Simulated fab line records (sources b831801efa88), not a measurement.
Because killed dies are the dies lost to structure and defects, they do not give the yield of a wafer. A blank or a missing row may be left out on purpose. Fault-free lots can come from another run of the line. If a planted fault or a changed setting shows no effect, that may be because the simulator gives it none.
Tool commonality check | flow gf180mcu | Lots sampled 12, wafers sampled 36

== WHY IT WAS OPENED ==
At GF_M4_CD_MEAS_14 the reading cd nm is flagged on 2 of 12 lots. No-fault wafers: 280.0 nm, standard deviation 0.9.
Rule: a lot is flagged in two cases, either no wafer of it has a number, or all its wafers with numbers fall more than 4 standard deviations from that mean. The other lots count as sound.

lot  | measured     | on        | cd nm (nm), wafer by wafer | flag
L978 | day 23 14:46 | cd sem-02 | 280.1 280.6 279.3          |
L980 | day 24 18:05 | cd sem-01 | 278.7 279.5 278.9          |
L983 | day 25 15:42 | cd sem-02 | 280.5 281.2 280.6          |
L985 | day 26 02:22 | cd sem-01 | 279.2 280.5 279.0          |
L984 | day 26 03:17 | cd sem-02 | 278.1 279.7 279.5          |
L986 | day 26 09:20 | cd sem-01 | 280.7 280.5 280.5          |
L988 | day 27 03:06 | cd sem-01 | 282.1 281.2 280.7          |
L989 | day 27 13:02 | cd sem-01 | 280.3 281.5 279.9          |
L990 | day 27 17:17 | cd sem-02 | 291.7 292.4 291.6          | FLAGGED
L991 | day 28 01:38 | cd sem-02 | 291.6 289.3 288.8          | FLAGGED
L993 | day 28 07:36 | cd sem-02 | 278.6 279.8 278.7          |
L100 | day 30 09:20 | cd sem-02 | 280.4 280.7 278.3          |
On average the flagged lots' numbers are 290.9 nm, which is +10.9 nm against the usual, or +12 standard deviations.

== TOOL THAT RAN EACH LOT ==
2 process steps preceding the reading are held in the record, out of 602 steps in the route. Read each cell as the tool, then ch plus the chambers that the sampled wafers visited, then the start.
lot  | flag    | GF_M3_STRIP_17                       | GF_M4_PEB_12
L978 |         | plasma asher-02 ch 0,1, day 21 11:25 | litho track-04 ch 0, day 23 14:26
L980 |         | plasma asher-03 ch 0,1, day 22 18:58 | litho track-02 ch 0, day 24 17:44
L983 |         | plasma asher-01 ch 0,1, day 23 17:23 | litho track-04 ch 0, day 25 15:21
L985 |         | plasma asher-03 ch 0,1, day 24 05:07 | litho track-04 ch 0, day 26 02:03
L984 |         | plasma asher-02 ch 0,1, day 24 06:05 | litho track-02 ch 0, day 26 02:56
L986 |         | plasma asher-02 ch 0,1, day 24 12:01 | litho track-02 ch 0, day 26 09:02
L988 |         | plasma asher-03 ch 1, day 25 05:49   | litho track-02 ch 0, day 27 02:46
L989 |         | plasma asher-02 ch 0,1, day 25 17:08 | litho track-01 ch 0, day 27 12:41
L990 | FLAGGED | plasma asher-03 ch 0,1, day 25 21:07 | litho track-02 ch 0, day 27 16:56
L991 | FLAGGED | plasma asher-03 ch 0,1, day 26 05:28 | litho track-02 ch 0, day 28 01:17
L993 |         | plasma asher-03 ch 0,1, day 26 13:46 | litho track-04 ch 0, day 28 07:15
L100 |         | plasma asher-02 ch 0,1, day 28 16:25 | litho track-01 ch 0, day 30 08:59
What the steps here do:
- GF_M3_STRIP_17: strips in O2/N2.
- GF_M4_PEB_12: peb time 90 s.
- GF_M4_CD_MEAS_14: target cd 280 nm.

== FLAGGED AGAINST TOTAL, ONE TOOL AT A TIME (gauges that did the reading follow at the end) ==
step             | tool            | lots run | flagged | share of the flagged lots | sound lots run after its first flagged lot
GF_M3_STRIP_17   | plasma asher-01 | 1        | 0       | none                      | -
GF_M3_STRIP_17   | plasma asher-02 | 5        | 0       | none                      | -
GF_M3_STRIP_17   | plasma asher-03 | 6        | 2       | all                       | 1 (L993)
GF_M4_PEB_12     | litho track-01  | 2        | 0       | none                      | -
GF_M4_PEB_12     | litho track-02  | 6        | 2       | all                       | 0
GF_M4_PEB_12     | litho track-04  | 4        | 0       | none                      | -
GF_M4_CD_MEAS_14 | cd sem-01       | 5        | 0       | none                      | -
GF_M4_CD_MEAS_14 | cd sem-02       | 7        | 2       | all                       | 2 (L993,L100)

== THE TABLE: WHAT IT ALLOWS ==
3 rows of the table ran every flagged lot: plasma asher-03 at GF_M3_STRIP_17, litho track-02 at GF_M4_PEB_12, cd sem-02 at GF_M4_CD_MEAS_14.
- plasma asher-03 at GF_M3_STRIP_17: 2 of its 6 lots flagged. Sound lots ran on it after the first flagged one (L993), which a lasting fault on the whole tool wouldn't allow.
- litho track-02 at GF_M4_PEB_12: 2 of its 6 lots flagged. A fault beginning between L988 (day 27 02:46), its last sound lot, and L990 (day 27 16:56), its first flagged one, fits the data. Its own readings lie more than 4 standard deviations out on every wafer of the flagged lots: heater power total W.
- cd sem-02 at GF_M4_CD_MEAS_14: 2 of its 7 lots flagged. Sound lots ran on it after the first flagged one (L993, L100), which a lasting fault on the whole tool wouldn't allow.
One tool is left: litho track-02 at GF_M4_PEB_12.

== WHAT THE SIMULATOR HAD PUT IN ==
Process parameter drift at GF_M4_PEB_12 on litho track-02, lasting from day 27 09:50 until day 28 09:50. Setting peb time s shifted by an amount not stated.
Shown lots that were struck: L990, L991. The rule above reached the same finding.
